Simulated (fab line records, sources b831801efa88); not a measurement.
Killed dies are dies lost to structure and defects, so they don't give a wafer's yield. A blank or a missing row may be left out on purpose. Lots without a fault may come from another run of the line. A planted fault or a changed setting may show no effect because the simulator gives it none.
fab line records | flow sky130
record lots=6 wafers=18 last_day=50
route steps=708 shown CAP2M@604 METAL4@621 PAD_OPEN@708
lots that met no fault: from a run of the same line without faults
start_h: hours from the record's first day to the start of the lot's first wafer shown | wait_h: hours since the lot's step before | " the same as in the row above | L1.1+2: a row that stands for several wafers | - no value, or no start given | * or withheld: withheld | < > ~ a bound
route shown NAME@n: a module of which the file shows steps, and the number in the route of the first | usual: mean/standard deviation of fault-free wafers | same: alike in all rows | chamber/n: place in a boat | sites: the reading at each site | _std_site: their standard deviation | _edge_site: outer sites' mean less inner sites' | radius_mm: how far each site lies from the wafer's centre | mask NAME#n: copy n | behind: the tool/chamber that last shaped the wafer | hold: why the lot was held/for how many hours/how that ended | device: the transistor (n, p or np) that didn't switch | end of line: the same wafers' tests at the end of the route | a step without rows: its recipe alone | killed: dies lost to structure and defects at the first sort, not the wafer's yield | map: a wafer's dies, x killed, . not, _ none there
set.NAME: the setting as run; set.NAME@STEP: as run at that earlier step | model.NAME: the simulator's own value behind a step, which no gauge read
lots at some steps of the route; a table a step, a row a wafer
services: from which hour (start_h, from the record's first day; less than 0 if before it) a tool's chamber was out of use, for how many hours, and why
## steps
# step SKY_CAP2M_THK_MEAS_01
# recipe reads=SiO2_of_CAP2M_CVD_00
# usual CAP2M_CVD_00_THK=15.50/0.22
# columns lot.wafer tool chamber start_h wait_h CAP2M_CVD_00_THK[nm]
L845.2 film_metro-03 - 940.59 - 15.32
L845.4 " - " " 15.59
L845.5 " - " " 15.50
L851.1 film_metro-04 - 987.10 - 15.59
L851.3 " - " " 15.81
L851.4 " - " " 15.90
L858.1 film_metro-01 - 1036.30 - 15.15
L858.5 " - " " 15.51
L858.6 " - " " 15.36
L859.1 film_metro-03 - 1041.91 - 15.10
L859.3 " - " " 15.06
L859.5 " - " " 15.64
L862.1 film_metro-03 - 1058.70 - 15.43
L862.4 " - " " 15.67
L862.6 " - " " 15.61
L865.1 film_metro-01 - 1070.46 - 15.21
L865.4 " - " " 15.52
L865.5 " - " " 15.42
# step SKY_CAP2M_SPUTTER_02
# recipe material=TiN target_thk_nm=200 temp_c=300 power_w=6500 time_s=166.7 chamber_pressure_pa=0.4
# usual throttle_valve_pct=29.8/0.86
# columns lot.wafer tool chamber start_h wait_h throttle_valve_pct
L845.2 pvd_sputter-01 - 940.64 0.0 29.2
L845.4 " - " " 28.9
L845.5 " - " " 31.1
L851.1 pvd_sputter-02 - 987.16 0.1 28.8
L851.3 " - " " 30.9
L851.4 " - " " 30.6
L858.1 pvd_sputter-03 - 1036.36 0.1 32.0
L858.5 " - " " 30.4
L858.6 " - " " 29.2
L859.1 pvd_sputter-02 - 1041.97 0.1 30.5
L859.3 " - " " 28.8
L859.5 " - " " 29.1
L862.1 pvd_sputter-03 - 1058.76 0.1 32.3
L862.4 " - " " 30.6
L862.6 " - " " 29.6
L865.1 pvd_sputter-02 - 1070.52 0.1 28.6
L865.4 " - " " 30.0
L865.5 " - " " 30.0
# step SKY_CAP2M_RS_MEAS_03
# recipe thk_meas_gauge=four-point-probe reads=TiN_of_CAP2M_SPUTTER_02
# usual CAP2M_TIN_RS=6.90/0.057
# columns lot.wafer tool chamber start_h wait_h CAP2M_TIN_RS[ohm/sq]
L845.2 film_metro-01 - 940.77 0.1 6.90
L845.4 " - " " 6.93
L845.5 " - " " 6.89
L851.1 film_metro-01 - 987.27 0.1 6.84
L851.3 " - " " 6.76
L851.4 " - " " 6.83
L858.1 film_metro-01 - 1036.47 0.1 6.88
L858.5 " - " " 6.89
L858.6 " - " " 6.87
L859.1 film_metro-04 - 1042.08 0.1 6.88
L859.3 " - " " 6.97
L859.5 " - " " 6.94
L862.1 film_metro-01 - 1058.87 0.1 6.90
L862.4 " - " " 6.91
L862.6 " - " " 6.88
L865.1 film_metro-04 - 1070.63 0.1 6.91
L865.4 " - " " 6.89
L865.5 " - " " 6.93
# step SKY_CAP2M_THK_MEAS_04
# recipe thk_meas_gauge=xrf reads=TiN_of_CAP2M_SPUTTER_02
# usual CAP2M_TIN_THK=197.7/2.2
# columns lot.wafer tool chamber start_h wait_h CAP2M_TIN_THK[nm]
L845.2 film_metro-01 - 940.88 0.1 197.9
L845.4 " - " " 198.5
L845.5 " - " " 199.8
L851.1 film_metro-01 - 987.39 0.1 199.8
L851.3 " - " " 202.4
L851.4 " - " " 200.7
L858.1 film_metro-01 - 1036.59 0.1 199.7
L858.5 " - " " 198.9
L858.6 " - " " 199.6
L859.1 film_metro-04 - 1042.20 0.1 196.5
L859.3 " - " " 194.1
L859.5 " - " " 194.6
L862.1 film_metro-01 - 1058.99 0.1 198.7
L862.4 " - " " 198.8
L862.6 " - " " 200.0
L865.1 film_metro-04 - 1070.75 0.1 195.6
L865.4 " - " " 195.5
L865.5 " - " " 194.7
# step SKY_CAP2M_DEHYDRATE_05
# recipe temp_c=200 time_s=60
# step SKY_CAP2M_HMDS_06
# recipe prime_time_s=60 prime_temp_c=120
# step SKY_CAP2M_COAT_07
# recipe resist=NOVOLAK spin_rpm=3000 resist_thk_nm=1140
# step SKY_CAP2M_SOFTBAKE_08
# recipe temp_c=90 time_s=60 resist=NOVOLAK
# step SKY_CAP2M_EXPOSE_09
# recipe mask_id=CAP2M na=0.6 source_shape=conventional sigma_outer=0.6 polarization=unpolarized target_cd_nm=1000 dose_mj=159
# step SKY_CAP2M_PEB_10
# recipe temp_c=withheld time_s=* resist=NOVOLAK
# step SKY_CAP2M_DEVELOP_11
# recipe resist=NOVOLAK developer=TMAH develop_time_s=60 dev_temp_c=23
# step SKY_CAP2M_OVL_MEAS_12
# usual CAP2M_OVL=0.0/1.6
# columns lot.wafer tool chamber start_h wait_h CAP2M_OVL[nm]
L845.2 overlay-02 - 964.77 0.1 -3.8
L845.4 " - " " -2.0
L845.5 " - " " -3.5
L851.1 overlay-01 - 1010.16 0.1 -2.1
L851.3 " - " " -2.9
L851.4 " - " " -2.0
L858.1 overlay-02 - 1058.54 0.1 -1.8
L858.5 " - " " -1.4
L858.6 " - " " -1.7
L859.1 overlay-02 - 1063.26 0.1 -1.1
L859.3 " - " " -1.3
L859.5 " - " " -0.3
L862.1 overlay-02 - 1079.46 0.1 1.2
L862.4 " - " " -2.3
L862.6 " - " " -0.7
L865.1 overlay-02 - 1090.80 0.1 -0.5
L865.4 " - " " -0.9
L865.5 " - " " 0.1
# step SKY_CAP2M_METAL_ETCH_13
# recipe target_depth_nm=220 stop_on=SiO2 chemistry=Cl2/BCl3 target=TiN pressure_mtorr=10 icp_w=900 bias_w=48.5 Cl2_flow_sccm=60 bcl3_flow_sccm=30 time_s=62.9
# usual drypump_motor_current_A=5.7/0.57 oes_product_au=0.942/0.0066 rf_fwd_power_W=892.4/3 throttle_valve_pct=21.900/0.0095
# columns lot.wafer tool chamber start_h wait_h drypump_motor_current_A oes_product_au rf_fwd_power_W rf_hours_counter_h throttle_valve_pct model.NOVOLAK_of_CAP2M_COAT_07.thk_nm model.CAP2M.feature_depth_nm model.SiO2_of_CAP2M_CVD_00.thk_nm
L845.2 rie_metal-03 0 964.80 0.0 5.6 0.946 891.7 9 21.897 992.2 199.8 15.29
L845.4 " 0 " " 5.6 0.933 891.9 - 21.914 993.7 199.5 15.58
L845.5 " 0 " " 5.6 0.946 892.9 - 21.910 990.5 200.7 15.55
L851.1 rie_metal-04 0 1010.20 0.0 6.0 0.947 891.5 21 21.889 995.5 202.2 15.58
L851.3 " 0 " " 6.0 0.942 884.3 - 21.892 995.4 204.2 15.8
L851.4 " 1 " " 6.0 0.948 889.0 - 21.888 994.8 202.5 15.84
L858.1 rie_metal-02 0 1058.58 0.0 6.6 0.946 892.2 11 21.887 996.1 201.2 15.15
L858.5 " 1 " " 5.5 0.946 888.4 - 21.898 987.7 200.7 15.52
L858.6 " 0 " " 6.6 0.943 890.9 - 21.901 989.3 200.8 15.4
L859.1 rie_metal-03 1 1063.30 0.0 4.7 0.935 1038.1 16 21.899 977.1 203.1 12.28
L859.3 " 1 " " 4.7 0.939 1037.7 - 21.911 977.2 201.1 12.25
L859.5 " 0 " " 5.6 0.933 897.0 - 21.906 996.9 198.9 15.6
L862.1 rie_metal-03 0 1079.50 0.0 5.6 0.936 888.7 15 21.883 999.8 200.1 15.41
L862.4 " 1 " " 4.7 0.944 1035.5 - 21.899 983 203.1 12.84
L862.6 " 1 " " 4.7 0.950 1040.1 - 21.892 979.2 204 12.77
L865.1 rie_metal-04 1 1090.84 0.0 6.0 0.940 891.9 21 21.898 989.4 199.6 15.24
L865.4 " 1 " " 6.0 0.936 892.5 - 21.892 991.7 200.1 15.5
L865.5 " 1 " " 6.0 0.937 890.7 - 21.900 989.4 198.6 15.37
# step SKY_CAP2M_STRIP_14
# recipe chemistry=O2/N2 power_w=1400 pressure_mtorr=1500 platen_temp_c=withheld o2_flow_sccm=3000 n2_flow_sccm=300 overash_fraction=0.5
# usual drypump_motor_current_A=5.7/0.44 oes_product_au=0.710/0.0044 strip_time_to_endpoint_s=12.67/0.062
# columns lot.wafer tool chamber start_h wait_h drypump_motor_current_A oes_product_au rf_hours_counter_h strip_time_to_endpoint_s
L845.2 plasma_asher-03 0 964.88 0.1 6.0 0.709 23 12.63
L845.4 " 0 " " 6.0 0.712 - 12.66
L845.5 " 0 " " 6.0 0.713 - 12.62
L851.1 plasma_asher-03 1 1010.28 0.1 5.9 0.703 28 12.67
L851.3 " 1 " " 6.0 0.712 - 12.68
L851.4 " 0 " " 6.0 0.705 - 12.66
L858.1 plasma_asher-02 0 1058.68 0.1 5.2 0.710 60 12.68
L858.5 " 0 " " 5.2 0.709 - 12.59
L858.6 " 1 " " 5.5 0.709 - 12.63
L859.1 plasma_asher-02 0 1063.44 0.1 5.2 0.705 61 12.46
L859.3 " 0 " " 5.2 0.713 - 12.48
L859.5 " 1 " " 5.5 0.707 - 12.71
L862.1 plasma_asher-02 0 1079.58 0.1 5.2 0.715 62 12.73
L862.4 " 0 " " 5.2 0.703 - 12.53
L862.6 " 0 " " 5.2 0.713 - 12.50
L865.1 plasma_asher-04 0 1090.92 0.1 6.3 0.710 2 12.61
L865.4 " 1 " " 5.2 0.710 - 12.63
L865.5 " 0 " " 6.3 0.709 - 12.61
# step SKY_CAP2M_STRIP_15
# recipe chemistry=post_etch_residue_remover time_s=1200 temp_c=72.5
# step SKY_CAP2M_CLEAN_16
# recipe chemistry=IPA time_s=180 temp_c=25
# step SKY_CAP2M_CLEAN_17
# recipe chemistry=O3/DIW dry=n2_spin
# step SKY_METAL4_DEHYDRATE_05
# recipe temp_c=200 time_s=60
# step SKY_METAL4_HMDS_06
# recipe prime_time_s=60 prime_temp_c=120
# step SKY_METAL4_COAT_07
# recipe resist=BARC temp_c=withheld time_s=withheld spin_rpm=3000 resist_thk_nm=60
# step SKY_METAL4_COAT_08
# recipe resist=KrF-thick spin_rpm=3000 resist_thk_nm=1140
# step SKY_METAL4_SOFTBAKE_09
# recipe temp_c=100 time_s=90 resist=KrF-thick
# step SKY_METAL4_EXPOSE_10
# recipe mask_id=MM4 na=0.68 source_shape=annular sigma_inner=0.4 sigma_outer=0.8 target_cd_nm=300 dose_mj=28
# step SKY_METAL4_PEB_11
# recipe peb_temp_c=withheld peb_time_s=withheld resist=KrF-thick
# step SKY_METAL4_DEVELOP_12
# recipe develop_time_s=60 resist=KrF-thick dev_temp_c=21
# step SKY_METAL4_CD_MEAS_13
# recipe target_cd_nm=300
# usual cd_nm=299.9/1.5
# columns lot.wafer tool chamber start_h wait_h cd_nm
L845.2 cd_sem-02 - 987.61 - 301.1
L845.4 " - " " 300.9
L845.5 " - " " 300.2
L851.1 cd_sem-01 - 1033.04 - 299.6
L851.3 " - " " 300.3
L851.4 " - " " 301.3
L858.1 cd_sem-01 - 1080.19 - 301.9
L858.5 " - " " 302.8
L858.6 " - " " 301.9
L859.1 cd_sem-01 - 1084.99 - 300.5
L859.3 " - " " 299.7
L859.5 " - " " 299.8
L862.1 cd_sem-01 - 1100.34 - 299.3
L862.4 " - " " 298.5
L862.6 " - " " 298.4
L865.1 cd_sem-02 - 1111.24 - 298.6
L865.4 " - " " 298.3
L865.5 " - " " 299.5
# step SKY_METAL4_OVL_MEAS_14
# usual METAL4_OVL=-1/6.1
# columns lot.wafer tool chamber start_h wait_h METAL4_OVL[nm]
L845.2 overlay-01 - 987.72 0.1 3
L845.4 " - " " -1
L845.5 " - " " 3
L851.1 overlay-02 - 1033.16 0.1 7
L851.3 " - " " 5
L851.4 " - " " 7
L858.1 overlay-01 - 1080.31 0.1 1
L858.5 " - " " -5
L858.6 " - " " -5
L859.1 overlay-01 - 1085.11 0.1 -4
L859.3 " - " " -4
L859.5 " - " " -9
L862.1 overlay-01 - 1100.46 0.1 5
L862.4 " - " " 2
L862.6 " - " " 6
L865.1 overlay-02 - 1111.36 0.1 -4
L865.4 " - " " -8
L865.5 " - " " 1
# step SKY_METAL4_DESCUM_15
# recipe chemistry=O2 source_power_w=150 bias_power_w=0 pressure_mtorr=10 temp_c=40 time_s=8
# usual drypump_motor_current_A=5.9/0.5 oes_product_au=0.999/0.009
# columns lot.wafer tool chamber start_h wait_h drypump_motor_current_A oes_product_au rf_hours_counter_h
L845.2 rie_metal-02 0 987.75 0.0 6.6 0.997 6
L845.4 " 0 " " 6.6 0.999 -
L845.5 " 0 " " 6.6 0.995 -
L851.1 rie_metal-02 0 1033.20 0.0 6.6 1.004 9
L851.3 " 0 " " 6.6 1.007 -
L851.4 " 1 " " 5.5 1.009 -
L858.1 rie_metal-02 1 1080.35 0.0 5.5 1.005 3
L858.5 " 0 " " 6.6 0.985 -
L858.6 " 1 " " 5.5 1.009 -
L859.1 rie_metal-04 1 1085.15 0.0 6.0 1.003 20
L859.3 " 0 " " 6.0 0.983 -
L859.5 " 0 " " 6.0 0.981 -
L862.1 rie_metal-04 1 1100.49 0.0 6.0 0.999 21
L862.4 " 1 " " 6.0 1.008 -
L862.6 " 0 " " 6.1 0.992 -
L865.1 rie_metal-01 0 1111.39 0.0 6.4 0.998 22
L865.4 " 1 " " 5.2 0.983 -
L865.5 " 0 " " 6.4 0.996 -
# step SKY_METAL4_ETCH_16
# recipe chemistry=N2/H2 target=BARC ion_energy_ev=200 bias_w=100 pressure_mtorr=30 n2_flow_sccm=100 h2_flow_sccm=200 icp_w=500 stop_on=SiO2 time_s=88.2 target_depth_a=600
# usual drypump_motor_current_A=6.0/0.5 h2_flow_sccm=200.0/0.58 oes_product_au=0.626/0.0048 rf_fwd_power_W=497.2/1.7 throttle_valve_pct=13.204/0.0086
# columns lot.wafer tool chamber start_h wait_h drypump_motor_current_A h2_flow_sccm oes_product_au rf_fwd_power_W rf_hours_counter_h throttle_valve_pct
L845.2 rie_metal-02 0 987.78 0.0 6.6 199.7 0.626 497.1 6 13.199
L845.4 " 0 " " 6.6 199.9 0.621 496.2 - 13.205
L845.5 " 0 " " 6.6 200.5 0.626 497.2 - 13.198
L851.1 rie_metal-02 0 1033.23 0.0 6.6 200.1 0.628 496.1 9 13.181
L851.3 " 0 " " 6.6 200.6 0.630 498.6 - 13.202
L851.4 " 1 " " 5.5 199.4 0.629 497.1 - 13.198
L858.1 rie_metal-02 1 1080.38 0.0 5.5 198.9 0.625 497.8 3 13.195
L858.5 " 0 " " 6.6 200.9 0.622 498.9 - 13.200
L858.6 " 1 " " 5.5 199.8 0.626 497.5 - 13.199
L859.1 rie_metal-04 1 1085.18 0.0 6.0 200.4 0.622 495.5 20 13.210
L859.3 " 0 " " 6.0 200.0 0.624 494.0 - 13.195
L859.5 " 0 " " 6.0 199.8 0.623 494.6 - 13.199
L862.1 rie_metal-04 1 1100.53 0.0 6.0 200.4 0.627 496.2 21 13.210
L862.4 " 1 " " 6.0 199.1 0.637 497.4 - 13.202
L862.6 " 0 " " 6.0 199.5 0.631 496.7 - 13.195
L865.1 rie_metal-01 0 1111.43 0.0 6.3 199.8 0.629 500.6 22 13.213
L865.4 " 1 " " 5.2 199.8 0.638 497.3 - 13.213
L865.5 " 0 " " 6.4 199.2 0.641 499.4 - 13.219
# step SKY_METAL4_ETCH_17
# recipe target=SiO2 stop_on=TiN chemistry=C4F8/O2/Ar source_w=1500 bias_w=1200 pressure_mtorr=40 c4f8_flow_sccm=withheld O2_flow_sccm=6 Ar_flow_sccm=300 time_s=3.9 target_depth_a=150
# usual oes_product_au=0.754/0.0067 rf_fwd_power_W=1469/5.5
# columns lot.wafer tool chamber start_h wait_h oes_product_au rf_fwd_power_W rf_hours_counter_h model.etch.depth_nm
L845.2 rie_diel-01 2 987.88 0.1 0.745 1465 3 15.29
L845.4 " 0 " " 0.751 1471 4 15.58
L845.5 " 3 " " 0.752 1465 - 15.55
L851.1 rie_diel-01 2 1033.33 0.1 0.752 1470 4 15.58
L851.3 " 0 " " 0.757 1481 5 15.8
L851.4 " 3 " " 0.752 1460 12 15.84
L858.1 rie_diel-01 2 1080.48 0.1 0.743 1465 6 15.15
L858.5 " 2 " " 0.759 1466 - 15.52
L858.6 " 3 " " 0.757 1474 - 15.4
L859.1 rie_diel-04 0 1085.28 0.1 0.674 1470 7 12.28
L859.3 " 3 " " 0.668 1469 9 12.25
L859.5 " 0 " " 0.752 1461 - 15.6
L862.1 rie_diel-01 3 1100.62 0.1 0.754 1477 14 15.41
L862.4 " 1 " " 0.701 1469 26 12.84
L862.6 " 0 " " 0.693 1476 - 12.77
L865.1 rie_diel-02 0 1111.52 0.1 0.751 1472 1 15.24
L865.4 " 3 " " 0.751 1466 16 15.5
L865.5 " 3 " " 0.752 1474 - 15.37
# step SKY_METAL4_METAL_ETCH_18
# recipe target_depth_a=8450 stop_on=SiO2 over_etch_frac=0.3 time_s=183.1 chemistry=Cl2/BCl3 resist_sidewall_deg=88 pressure_mtorr=10 icp_w=900 bias_w=48.5 Cl2_flow_sccm=60 bcl3_flow_sccm=30
# usual drypump_motor_current_A=5.9/0.49 oes_product_au=0.866/0.0065 rf_fwd_power_W=896.9/2.9 throttle_valve_pct=22.265/0.0087
# columns lot.wafer tool chamber start_h wait_h drypump_motor_current_A oes_product_au rf_fwd_power_W rf_hours_counter_h throttle_valve_pct
L845.2 rie_metal-01 1 987.90 0.0 5.2 0.863 897.1 6 22.256
L845.4 " 1 " " 5.2 0.875 898.6 - 22.267
L845.5 " 1 " " 5.2 0.867 892.8 - 22.264
L851.1 rie_metal-01 0 1033.35 0.0 6.4 0.861 897.6 16 22.264
L851.3 " 1 " " 5.2 0.870 895.1 - 22.275
L851.4 " 0 " " 6.4 0.874 894.5 - 22.274
L858.1 rie_metal-04 0 1080.50 0.0 6.0 0.858 892.5 4 22.260
L858.5 " 1 " " 6.0 0.873 903.0 - 22.263
L858.6 " 0 " " 6.0 0.877 896.2 - 22.248
L859.1 rie_metal-01 1 1085.30 0.0 5.2 0.862 901.6 13 22.263
L859.3 " 1 " " 5.2 0.852 897.2 - 22.260
L859.5 " 0 " " 6.4 0.862 896.7 - 22.269
L862.1 rie_metal-02 1 1100.64 0.0 5.4 0.870 893.8 5 22.262
L862.4 " 1 " " 5.5 0.867 894.9 - 22.266
L862.6 " 1 " " 5.5 0.858 896.1 - 22.260
L865.1 rie_metal-04 1 1111.54 0.0 6.0 0.870 899.8 22 22.270
L865.4 " 1 " " 6.0 0.875 898.8 - 22.256
L865.5 " 0 " " 6.0 0.866 895.3 - 22.266
# step SKY_PAD_OPEN_PROBE_99
# usual defect_limited_yield=82.5/1.9 killed_at_M0_to_M3=44/6.4 killed_at_M4_up=3.4/2.1 killed_at_contacts=23/5 killed_at_front_end=15/4.5 killed_at_other=0.3/0.54 killed_dies=86/9.5 killed_open=48/6.9 killed_short=38/5.9 sort_bin_3_pad_short=0.8/0.44 sort_bin_5_function=10.5/1.6 sort_bin_6_memory=6.1/1.1 sort_n_pass=406/9.5 sort_yield_pct=82.5/1.9
# same gross_dies=492 killed_at_back_side=0 sort_bin_4_leakage[%]=0 sort_bin_8_speed[%]=0
# columns lot.wafer tool chamber start_h wait_h defect_limited_yield[%] killed_at_M0_to_M3 killed_at_M4_up killed_at_contacts killed_at_front_end killed_at_other killed_dies killed_open killed_short sort_bin_3_pad_short[%] sort_bin_5_function[%] sort_bin_6_memory[%] sort_n_pass sort_yield_pct[%] model.etest.cap_mim2.bv_v model.etest.cap_mim2.leak_log10_a_cm2
L845.2 prober-02 - 1084.16 0.1 81.9 48 2 26 12 1 89 49 40 0.4 10.6 7.1 403 81.9 13.82 -9.028
L845.4 prober-02 - 1084.26 0.2 83.3 41 4 26 11 0 82 48 34 0.8 10.2 5.7 410 83.3 14.18 -8.87
L845.5 prober-02 - 1084.31 0.2 83.9 44 1 20 14 0 79 45 34 0.8 10.8 4.5 413 83.9 13.91 -9.018
L851.1 prober-01 - 1122.15 0.1 82.9 42 1 24 17 0 84 47 37 0.8 9.1 7.1 408 82.9 14.06 -9.013
L851.3 prober-01 - 1122.25 0.2 84.3 39 4 19 15 0 77 43 34 0.4 10.4 4.9 415 84.3 14.38 -9.027
L851.4 prober-01 - 1122.30 0.2 84.8 35 2 18 20 0 75 42 33 1.0 8.3 5.9 417 84.8 14.3 -9.304
L858.1 prober-01 - 1162.70 0.1 81.3 53 1 20 17 1 92 53 38 0.4 10.8 7.5 400 81.3 13.59 -8.72
L858.5 prober-01 - 1162.90 0.2 80.7 48 7 23 15 2 95 49 44 0.6 12.4 6.3 397 80.7 13.82 -9.023
L858.6 prober-01 - 1162.95 0.2 83.1 41 1 22 19 0 83 46 35 0.6 10.2 6.1 409 83.1 13.77 -8.855
L859.1 prober-01 - 1166.01 0.1 80.9 46 3 28 16 1 94 51 41 1.0 12.2 5.9 398 80.9 12.95 -8.388
L859.3 prober-01 - 1166.11 0.2 84.3 36 1 25 15 0 77 42 34 1.4 9.1 5.1 415 84.3 12.55 -8.505
L859.5 prober-01 - 1166.21 0.2 80.1 55 2 26 14 1 98 62 35 0.8 11.2 7.9 394 80.1 14.21 -8.991
L862.1 prober-02 - 1178.83 0.1 83.5 43 6 21 11 0 81 43 38 1.0 11.2 4.3 411 83.5 13.57 -8.96
L862.4 prober-02 - 1178.98 0.2 86.8 28 1 22 14 0 65 39 26 1.2 7.5 4.5 427 86.8 13.38 -8.759
L862.6 prober-02 - 1179.08 0.2 86.6 35 4 20 7 0 66 36 30 0.4 7.3 5.7 426 86.6 13.07 -8.755
L865.1 prober-01 - 1190.05 0.1 83.3 44 5 16 16 1 82 45 37 0.6 8.7 7.3 410 83.3 13.77 -8.761
L865.4 prober-01 - 1190.20 0.2 82.7 48 6 23 7 1 85 53 32 0.4 9.1 7.7 407 82.7 13.58 -9.074
L865.5 prober-01 - 1190.25 0.2 83.7 33 1 27 19 0 80 45 35 0.6 12.4 3.3 412 83.7 13.92 -8.988
# killed by level:class
L845.2 VIA1:geometric_particle:open=15 CONTACT:geometric_particle:open=8 LOCAL_INTERCONNECT:geometric_particle:short=6 VIA3:geometric_particle:short=6 VIA3:geometric_particle:open=6 CONTACT:geometric_particle:short=5 VIA2:geometric_particle:open=5 FIELD_ISO:geometric_particle:open=4
L845.4 VIA1:geometric_particle:open=15 CONTACT:geometric_particle:short=9 LI_CONTACT:geometric_particle:open=7 VIA2:geometric_particle:open=6 VIA1:geometric_particle:short=5 CONTACT:geometric_particle:open=5 VIA3:geometric_particle:open=5 FIELD_ISO:geometric_particle:open=3
L845.5 VIA1:geometric_particle:open=10 VIA3:geometric_particle:open=9 CONTACT:geometric_particle:open=6 LI_CONTACT:geometric_particle:open=5 LI_CONTACT:geometric_particle:short=5 METAL1:geometric_particle:short=5 METAL2:geometric_particle:short=5 VIA2:geometric_particle:open=5
L851.1 VIA1:geometric_particle:open=13 LI_CONTACT:geometric_particle:open=10 METAL2:geometric_particle:short=7 CONTACT:geometric_particle:open=5 VIA2:geometric_particle:open=5 POLY_GATE:geometric_particle:open=4 FIELD_ISO:geometric_particle:short=3 POLY_GATE:geometric_particle:short=3
L851.3 VIA1:geometric_particle:open=12 LI_CONTACT:geometric_particle:open=10 VIA1:geometric_particle:short=8 VIA3:geometric_particle:open=5 POLY_GATE:geometric_particle:short=4 CONTACT:geometric_particle:open=4 FIELD_ISO:geometric_particle:short=3 VIA2:geometric_particle:open=3
L851.4 VIA1:geometric_particle:open=9 CONTACT:geometric_particle:open=7 VIA2:geometric_particle:open=6 METAL3:geometric_particle:short=6 CONTACT:geometric_particle:short=5 POLY_GATE:geometric_particle:open=5 VIA2:geometric_particle:short=5 VIA3:geometric_particle:open=4
L858.1 VIA1:geometric_particle:open=13 METAL1:geometric_particle:short=7 VIA3:geometric_particle:open=7 CONTACT:geometric_particle:open=6 VIA2:geometric_particle:short=5 POLY_GATE:geometric_particle:short=5 VIA2:geometric_particle:open=5 FIELD_ISO:geometric_particle:open=4
L858.5 VIA1:geometric_particle:short=12 CONTACT:geometric_particle:open=9 VIA1:geometric_particle:open=6 VIA2:geometric_particle:open=6 LI_CONTACT:geometric_particle:open=5 VIA3:geometric_particle:open=5 FIELD_ISO:geometric_particle:short=4 POLY_GATE:geometric_particle:open=4
L858.6 VIA1:geometric_particle:open=13 CONTACT:geometric_particle:short=7 CONTACT:geometric_particle:open=6 VIA2:geometric_particle:open=6 FIELD_ISO:geometric_particle:open=5 LOCAL_INTERCONNECT:geometric_particle:short=5 FIELD_ISO:geometric_particle:short=4 VIA3:geometric_particle:open=4
L859.1 VIA1:geometric_particle:open=13 LI_CONTACT:geometric_particle:open=9 CONTACT:geometric_particle:open=9 METAL2:geometric_particle:short=7 VIA3:geometric_particle:open=6 FIELD_ISO:geometric_particle:short=5 CONTACT:geometric_particle:short=5 VIA2:geometric_particle:open=5
L859.3 LI_CONTACT:geometric_particle:open=7 CONTACT:geometric_particle:open=7 FIELD_ISO:geometric_particle:open=6 VIA1:geometric_particle:open=6 METAL2:geometric_particle:short=6 CONTACT:geometric_particle:short=5 POLY_GATE:geometric_particle:short=4 VIA1:geometric_particle:short=4
L859.5 VIA1:geometric_particle:open=16 VIA2:geometric_particle:open=11 LI_CONTACT:geometric_particle:open=9 FIELD_ISO:geometric_particle:open=8 CONTACT:geometric_particle:open=7 VIA3:geometric_particle:open=7 LOCAL_INTERCONNECT:geometric_particle:short=5 VIA1:geometric_particle:short=5
L862.1 VIA3:geometric_particle:open=8 VIA1:geometric_particle:open=7 LI_CONTACT:geometric_particle:open=6 VIA3:geometric_particle:short=6 CONTACT:geometric_particle:open=5 CONTACT:geometric_particle:short=5 METAL1:geometric_particle:short=5 METAL2:geometric_particle:short=5
L862.4 LI_CONTACT:geometric_particle:open=9 VIA1:geometric_particle:open=8 CONTACT:geometric_particle:open=7 FIELD_ISO:geometric_particle:short=6 METAL1:geometric_particle:short=4 VIA3:geometric_particle:open=4 POLY_GATE:geometric_particle:open=3 LI_CONTACT:geometric_particle:short=3
L862.6 VIA2:geometric_particle:open=7 CONTACT:geometric_particle:open=6 VIA3:geometric_particle:open=6 METAL2:geometric_particle:short=5 LI_CONTACT:geometric_particle:short=4 LI_CONTACT:geometric_particle:open=4 VIA1:geometric_particle:open=4 VIA3:geometric_particle:short=4
L865.1 VIA1:geometric_particle:open=12 VIA3:geometric_particle:open=7 VIA2:geometric_particle:open=6 LOCAL_INTERCONNECT:geometric_particle:short=6 CONTACT:geometric_particle:open=5 POLY_GATE:geometric_particle:short=4 METAL4:geometric_particle:short=4 METAL3:geometric_particle:short=3
L865.4 CONTACT:geometric_particle:open=12 VIA1:geometric_particle:open=10 VIA2:geometric_particle:open=9 VIA3:geometric_particle:open=9 VIA1:geometric_particle:short=6 METAL2:geometric_particle:short=5 CONTACT:geometric_particle:short=4 METAL1:geometric_particle:short=4
L865.5 CONTACT:geometric_particle:open=10 LOCAL_INTERCONNECT:geometric_particle:short=8 VIA1:geometric_particle:open=8 VIA2:geometric_particle:open=8 FIELD_ISO:geometric_particle:short=6 VIA3:geometric_particle:open=5 CONTACT:geometric_particle:short=5 VIA1:geometric_particle:short=4
## services
# columns tool chamber start_h hours kind
rie_metal-02 - 938.92 0.7 repair
plasma_asher-04 - 941.53 2.4 repair
rie_metal-01 - 942.45 2.6 repair
rie_metal-01 - 942.82 0.3 repair
plasma_asher-02 - 963.70 4.3 repair
rie_metal-03 - 974.87 1.2 repair
plasma_asher-04 - 976.68 2.8 pm
pvd_sputter-03 - 977.03 29.4 repair
plasma_asher-02 - 977.03 2.0 repair
rie_diel-02 2 1002.32 1.3 repair
rie_metal-04 0 1014.67 - clean
rie_metal-04 0 1014.67 14.9 scheduled_down
rie_metal-04 0 1014.67 14.9 vent_cycle
pvd_sputter-03 - 1041.82 4.0 repair
rie_diel-01 0 1041.95 8.5 repair
plasma_asher-03 - 1044.69 4.3 pm
pvd_sputter-01 - 1048.57 3.3 repair
rie_diel-04 1 1050.04 2.7 repair
plasma_asher-04 - 1055.25 9.0 pm
plasma_asher-03 - 1060.70 4.2 repair
rie_diel-02 3 1062.39 3.0 repair
rie_metal-02 - 1068.06 1.4 pm
pvd_sputter-03 - 1068.66 4.1 repair
rie_metal-04 - 1092.43 0.4 repair
## key
first_sign step=SKY_CAP2M_METAL_ETCH_13 reading=rf_fwd_power_W direction=up sigmas=49 usual=892.4 struck=1037.9
effect step=SKY_CAP2M_STRIP_14 reading=strip_time_to_endpoint_s direction=down sigmas=2.8 usual=* struck=*
effect step=SKY_METAL4_ETCH_17 reading=oes_product_au direction=down sigmas=10 usual=0.754 struck=0.684
model_effect step=SKY_CAP2M_METAL_ETCH_13 value=NOVOLAK_of_CAP2M_COAT_07.thk_nm without=998.7 struck=979.1
model_effect step=SKY_METAL4_ETCH_17 value=etch.depth_nm without=15.36 struck=12.53
model_effect step=SKY_PAD_OPEN_PROBE_99 value=etest.cap_mim2.bv_v without=13.71 struck=12.99
met_at SKY_CAP2M_METAL_ETCH_13
struck_wafers L859.1,L859.3,L862.4,L862.6
fault kind=process_parameter_drift tool=rie_metal-03 chamber=1 onset_h=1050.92 steps=SKY_CAP2M_METAL_ETCH_13 channel=icp_w offset=144 shape=step end_h=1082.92 acts_in=these_recipes_only stated=900
